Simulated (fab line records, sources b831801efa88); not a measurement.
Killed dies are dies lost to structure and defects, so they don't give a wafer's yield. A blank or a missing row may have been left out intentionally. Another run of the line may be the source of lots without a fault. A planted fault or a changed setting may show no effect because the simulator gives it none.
The tool behind it: which one? / flow gf180mcu / 13 lots with 39 wafers sampled at 5 steps, on a route of 602 steps

WHAT THE GAUGES SHOWED, per wafer
GF_SALICIDE_THK_MEAS_05: measures by xrf. Usual: SALICIDE_TIN_THK gives 20.34 nm (standard deviation 0.27).
lot=L241; measured=day 15 05:10; on=film metro-03; SALICIDE_TIN_THK (nm)=20.24 20.25 20.66; flag=
lot=L243; measured=day 15 20:46; on=film metro-02; SALICIDE_TIN_THK (nm)=20.02 19.92 20.35; flag=
lot=L245; measured=day 16 16:09; on=film metro-02; SALICIDE_TIN_THK (nm)=20.51 20.86 20.55; flag=
lot=L247; measured=day 17 15:38; on=film metro-02; SALICIDE_TIN_THK (nm)=20.24 19.91 20.32; flag=
lot=L248; measured=day 17 22:29; on=film metro-02; SALICIDE_TIN_THK (nm)=20.61 20.84 20.78; flag=
lot=L251; measured=day 19 00:56; on=film metro-04; SALICIDE_TIN_THK (nm)=20.12 20.07 20.15; flag=
lot=L252; measured=day 19 10:46; on=film metro-02; SALICIDE_TIN_THK (nm)=20.26 20.07 19.99; flag=
lot=L253; measured=day 19 19:38; on=film metro-02; SALICIDE_TIN_THK (nm)=20.16 20.21 20.57; flag=
lot=L255; measured=day 20 08:28; on=film metro-02; SALICIDE_TIN_THK (nm)=20.76 20.81 20.77; flag=
lot=L257; measured=day 21 00:10; on=film metro-03; SALICIDE_TIN_THK (nm)=20.12 20.43 20.06; flag=
lot=L260; measured=day 22 05:01; on=film metro-03; SALICIDE_TIN_THK (nm)=20.42 20.39 20.62; flag=
lot=L262; measured=day 22 17:35; on=film metro-02; SALICIDE_TIN_THK (nm)=19.87 20.21 20.06; flag=
lot=L264; measured=day 23 06:51; on=film metro-04; SALICIDE_TIN_THK (nm)=20.62 20.68 20.68; flag=

GF_CONTACT_CD_MEAS_14: target cd 220 nm. Usual: 220.3 nm for cd nm, sd 1.5.
lot=L241; measured=day 16 04:13; on=cd sem-01; cd nm (nm)=222.7 222.6 223.6; flag=
lot=L243; measured=day 16 20:06; on=cd sem-01; cd nm (nm)=220.0 219.7 220.1; flag=
lot=L245; measured=day 17 15:10; on=cd sem-01; cd nm (nm)=221.1 221.7 220.9; flag=
lot=L247; measured=day 18 15:37; on=cd sem-01; cd nm (nm)=221.9 220.5 220.3; flag=
lot=L248; measured=day 18 22:53; on=cd sem-02; cd nm (nm)=217.1 218.0 215.9; flag=
lot=L251; measured=day 20 01:37; on=cd sem-01; cd nm (nm)=219.5 218.4 219.5; flag=
lot=L252; measured=day 20 12:30; on=cd sem-02; cd nm (nm)=218.0 217.9 217.6; flag=
lot=L253; measured=day 20 21:14; on=cd sem-02; cd nm (nm)=220.2 221.8 221.8; flag=
lot=L255; measured=day 21 09:56; on=cd sem-01; cd nm (nm)=219.6 220.0 220.6; flag=
lot=L257; measured=day 22 00:58; on=cd sem-02; cd nm (nm)=175.9 176.9 177.2; flag=OFF
lot=L260; measured=day 23 04:58; on=cd sem-02; cd nm (nm)=219.4 219.8 219.5; flag=
lot=L262; measured=day 23 17:22; on=cd sem-01; cd nm (nm)=219.5 220.5 220.9; flag=
lot=L264; measured=day 24 06:20; on=cd sem-02; cd nm (nm)=221.0 220.1 221.2; flag=

WHAT TOOL EACH LOT RAN ON (gives the tool, then ch and the chambers of the sampled wafers, and finally the start)
lot=L241; GF_SALICIDE_RTA_06=rtp anneal-01 ch 0, day 15 05:14; GF_SALICIDE_RTA_08=rtp anneal-02 ch 0, day 15 05:25; GF_CONTACT_EXPOSE_11=krf scanner-02 ch 0, day 15 17:32
lot=L243; GF_SALICIDE_RTA_06=rtp anneal-01 ch 0, day 15 20:50; GF_SALICIDE_RTA_08=rtp anneal-02 ch 0, day 15 21:01; GF_CONTACT_EXPOSE_11=krf scanner-02 ch 0, day 16 09:16
lot=L245; GF_SALICIDE_RTA_06=rtp anneal-01 ch 0, day 16 16:13; GF_SALICIDE_RTA_08=rtp anneal-02 ch 0, day 16 16:30; GF_CONTACT_EXPOSE_11=krf scanner-02 ch 0, day 17 04:05
lot=L247; GF_SALICIDE_RTA_06=rtp anneal-02 ch 0, day 17 15:43; GF_SALICIDE_RTA_08=rtp anneal-02 ch 0, day 17 15:55; GF_CONTACT_EXPOSE_11=krf scanner-02 ch 0, day 18 03:45
lot=L248; GF_SALICIDE_RTA_06=rtp anneal-01 ch 0, day 17 22:33; GF_SALICIDE_RTA_08=rtp anneal-02 ch 0, day 17 22:45; GF_CONTACT_EXPOSE_11=krf scanner-02 ch 0, day 18 12:03
lot=L251; GF_SALICIDE_RTA_06=rtp anneal-02 ch 0, day 19 01:01; GF_SALICIDE_RTA_08=rtp anneal-01 ch 0, day 19 01:13; GF_CONTACT_EXPOSE_11=krf scanner-01 ch 0, day 19 14:22
lot=L252; GF_SALICIDE_RTA_06=rtp anneal-01 ch 0, day 19 10:50; GF_SALICIDE_RTA_08=rtp anneal-02 ch 0, day 19 11:01; GF_CONTACT_EXPOSE_11=krf scanner-02 ch 0, day 20 00:44
lot=L253; GF_SALICIDE_RTA_06=rtp anneal-02 ch 0, day 19 19:42; GF_SALICIDE_RTA_08=rtp anneal-01 ch 0, day 19 19:54; GF_CONTACT_EXPOSE_11=krf scanner-01 ch 0, day 20 08:59
lot=L255; GF_SALICIDE_RTA_06=rtp anneal-01 ch 0, day 20 08:31; GF_SALICIDE_RTA_08=rtp anneal-02 ch 0, day 20 08:43; GF_CONTACT_EXPOSE_11=krf scanner-02 ch 0, day 20 22:07
lot=L257; GF_SALICIDE_RTA_06=rtp anneal-01 ch 0, day 21 00:14; GF_SALICIDE_RTA_08=rtp anneal-02 ch 0, day 21 00:26; GF_CONTACT_EXPOSE_11=krf scanner-02 ch 0, day 21 13:02
lot=L260; GF_SALICIDE_RTA_06=rtp anneal-02 ch 0, day 22 05:05; GF_SALICIDE_RTA_08=rtp anneal-01 ch 0, day 22 05:17; GF_CONTACT_EXPOSE_11=krf scanner-01 ch 0, day 22 17:44
lot=L262; GF_SALICIDE_RTA_06=rtp anneal-01 ch 0, day 22 17:40; GF_SALICIDE_RTA_08=rtp anneal-02 ch 0, day 22 17:51; GF_CONTACT_EXPOSE_11=krf scanner-01 ch 0, day 23 06:04
lot=L264; GF_SALICIDE_RTA_06=rtp anneal-02 ch 0, day 23 06:55; GF_SALICIDE_RTA_08=rtp anneal-01 ch 0, day 23 07:07; GF_CONTACT_EXPOSE_11=krf scanner-02 ch 0, day 23 19:28
- GF_SALICIDE_RTA_06: time 30 s.
- GF_SALICIDE_RTA_08: time 30 s.
- GF_CONTACT_EXPOSE_11: exposes mask Contact, target cd 220 nm.

WHAT THE TOOLS THEMSELVES READ (means of the sampled wafers that have a number; where no wafer has one, the mark that the record gives instead)
GF_SALICIDE_RTA_06. Usual: chamber o2 ppm 1.997, standard deviation 0.019; lamp power pct 6.603 %, standard deviation 0.0096; wafer_temp_C_max 532.3, standard deviation 0.97.
lot=L241; tool=rtp anneal-01; chamber o2 ppm=1.988; lamp power pct (%)=6.598; wafer_temp_C_max=533.1; flag=
lot=L243; tool=rtp anneal-01; chamber o2 ppm=2.007; lamp power pct (%)=6.597; wafer_temp_C_max=533.5; flag=
lot=L245; tool=rtp anneal-01; chamber o2 ppm=2.011; lamp power pct (%)=6.596; wafer_temp_C_max=533.6; flag=
lot=L247; tool=rtp anneal-02; chamber o2 ppm=2.000; lamp power pct (%)=6.617; wafer_temp_C_max=531.2; flag=
lot=L248; tool=rtp anneal-01; chamber o2 ppm=1.996; lamp power pct (%)=6.593; wafer_temp_C_max=533.8; flag=
lot=L251; tool=rtp anneal-02; chamber o2 ppm=2.012; lamp power pct (%)=6.607; wafer_temp_C_max=531.6; flag=
lot=L252; tool=rtp anneal-01; chamber o2 ppm=1.999; lamp power pct (%)=6.596; wafer_temp_C_max=533.5; flag=
lot=L253; tool=rtp anneal-02; chamber o2 ppm=2.005; lamp power pct (%)=6.611; wafer_temp_C_max=531.7; flag=
lot=L255; tool=rtp anneal-01; chamber o2 ppm=1.991; lamp power pct (%)=6.592; wafer_temp_C_max=533.2; flag=
lot=L257; tool=rtp anneal-01; chamber o2 ppm=1.977; lamp power pct (%)=6.598; wafer_temp_C_max=532.8; flag=
lot=L260; tool=rtp anneal-02; chamber o2 ppm=1.979; lamp power pct (%)=6.614; wafer_temp_C_max=531.2; flag=
lot=L262; tool=rtp anneal-01; chamber o2 ppm=1.992; lamp power pct (%)=6.591; wafer_temp_C_max=533.2; flag=
lot=L264; tool=rtp anneal-02; chamber o2 ppm=1.987; lamp power pct (%)=6.605; wafer_temp_C_max=531.0; flag=

GF_SALICIDE_RTA_08. Usual: chamber o2 ppm 2.001, standard deviation 0.022; lamp power pct 18.333 %, standard deviation 0.027; wafer_temp_C_max 803.4, standard deviation 1.5.
lot=L241; tool=rtp anneal-02; chamber o2 ppm=1.995; lamp power pct (%)=18.363; wafer_temp_C_max=802.1; flag=
lot=L243; tool=rtp anneal-02; chamber o2 ppm=2.008; lamp power pct (%)=18.337; wafer_temp_C_max=802.1; flag=
lot=L245; tool=rtp anneal-02; chamber o2 ppm=2.005; lamp power pct (%)=18.358; wafer_temp_C_max=802.3; flag=
lot=L247; tool=rtp anneal-02; chamber o2 ppm=2.005; lamp power pct (%)=18.333; wafer_temp_C_max=802.1; flag=
lot=L248; tool=rtp anneal-02; chamber o2 ppm=2.010; lamp power pct (%)=18.359; wafer_temp_C_max=802.2; flag=
lot=L251; tool=rtp anneal-01; chamber o2 ppm=2.044; lamp power pct (%)=18.316; wafer_temp_C_max=804.8; flag=
lot=L252; tool=rtp anneal-02; chamber o2 ppm=2.023; lamp power pct (%)=18.355; wafer_temp_C_max=801.6; flag=
lot=L253; tool=rtp anneal-01; chamber o2 ppm=2.013; lamp power pct (%)=18.307; wafer_temp_C_max=805.2; flag=
lot=L255; tool=rtp anneal-02; chamber o2 ppm=1.996; lamp power pct (%)=18.349; wafer_temp_C_max=802.1; flag=
lot=L257; tool=rtp anneal-02; chamber o2 ppm=2.018; lamp power pct (%)=18.371; wafer_temp_C_max=802.7; flag=
lot=L260; tool=rtp anneal-01; chamber o2 ppm=2.001; lamp power pct (%)=18.322; wafer_temp_C_max=804.9; flag=
lot=L262; tool=rtp anneal-02; chamber o2 ppm=2.015; lamp power pct (%)=18.360; wafer_temp_C_max=802.2; flag=
lot=L264; tool=rtp anneal-01; chamber o2 ppm=1.997; lamp power pct (%)=18.296; wafer_temp_C_max=804.8; flag=

THE ANSWER, worked out from the rows above alone
Rule: a lot is off if the mean of its wafers that have a number lies more than 3 standard deviations from the usual mean. Also off: a lot with no number at a reading for which 4 or more lots have one. All remaining lots with rows at the step are treated as sound. The gauges are gone through in route order, then the tools' own readings, and for those a lot's mean is taken as printed above. The first step at which some lot is off is used, and at that step the reading that is off furthest; a lot without a number counts as furthest.
Off, at GF_CONTACT_CD_MEAS_14 on cd nm: L257.
A tool fits if, at a process step before that reading, it ran every lot that is off, and no sound lot after the first of them. Those tools and the gauges at GF_CONTACT_CD_MEAS_14 are tried in the same way. Not one of the candidates tried fits.

WHAT THE SIMULATOR HAD PUT IN
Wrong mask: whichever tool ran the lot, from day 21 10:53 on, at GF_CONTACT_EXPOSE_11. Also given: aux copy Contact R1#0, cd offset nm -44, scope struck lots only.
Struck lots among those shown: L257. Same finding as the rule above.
